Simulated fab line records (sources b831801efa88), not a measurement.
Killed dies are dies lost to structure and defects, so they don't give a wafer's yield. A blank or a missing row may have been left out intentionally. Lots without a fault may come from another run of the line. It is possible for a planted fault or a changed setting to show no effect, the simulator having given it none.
8D (eight disciplines) problem report, filled in by code / flow sky130 / the parts of the form that need people (team, actions taken, sign-off) are left out

1. THE PROBLEM
SD_P_OVL at SKY_SD_P_OVL_MEAS_08 reads a mean of -96.5 nm on 9 wafers of 3 lots; wafers without a fault read -0.3 nm with a standard deviation of 1.4. Relative to the usual mean, that is a shift of -69 standard deviations.
First observed at day 28 18:44: wafer L264.1, on overlay-02. The record has a number at this step for 33 wafers belonging to 11 lots. By rule, "out" or "out of limits" means more than 4 standard deviations away from the usual mean. All remaining wafers that have a number are taken as sound.

2. WHAT IT IS, AND WHAT IT ISN'T
question=which readings at this step | is=SD_P_OVL | is not=-
question=which lots | is=L264, L265, L266 | is not=L255, L256, L258, L267, L269, L270, L274, L277
question=which wafers of those lots | is=all that have a number | is not=-
question=read on which gauges | is=overlay-01, overlay-02 | is not=-
question=when | is=from day 28 18:44 | is not=up to then (9 sound wafers); but 15 sound wafers of L267, L269, L270, L274, L277 came after

3. THE SUSPECTS, EACH WITH WHAT RULES IT OUT
Counting: a tool at any process step up to the reading remains a suspect when it ran all the lots that are out and ran no sound lot after the first of those.
- the gauge at SKY_SD_P_OVL_MEAS_08 is ruled out. 2 gauges (overlay-01, overlay-02) read the wafers that are out.
- iline_stepper-01 at SKY_SD_P_EXPOSE_04 (exposes mask PSDM, target cd 380 nm): kept. All lots that are out passed through it, beginning with L264 at day 28 04:32, and no sound lot followed; its final sound lot before that point was L258 at day 25 23:16.
Remaining after the count: iline_stepper-01 at SKY_SD_P_EXPOSE_04.

4. THE CAUSE (what the simulator had put in)
Scanner matching overlay: iline_stepper-01, from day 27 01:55 on, at SKY_SD_P_EXPOSE_04. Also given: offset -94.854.
Only this tool survived the counting.

5. THE EFFECT CHAIN, in route order
Each row: a reading whose mean over the struck wafers that have a number lies more than 3 standard deviations from the usual. Readings are gone through only where the record gives a usual standard deviation; hours: the median, over the lots, of the time from a lot's start at the first step in this table giving one to that lot's start at this step; sigmas: the change measured in usual standard deviations.
hours=0; step=SKY_SD_P_OVL_MEAS_08; reading=SD_P_OVL; usual=-0.3 nm; on struck wafers=-96.5; change=-96.2; sigmas=-69

6. HOW IT WOULD HAVE BEEN CAUGHT EARLIER
41 hours passed between the start of the fault at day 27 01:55 and the first reading out of limits at a measuring or inspecting step in this record, taken at day 28 18:44.
An alarm limit of 4 standard deviations would not have fired on the tool readings at SKY_SD_P_EXPOSE_04 for which the record gives a usual standard deviation, since none of them was out on any struck wafer.
Of the lots that are out (3), L266 began SKY_SD_P_EXPOSE_04 on iline_stepper-01 after day 28 18:44. It would have been spared by a hold on the tool at that moment.
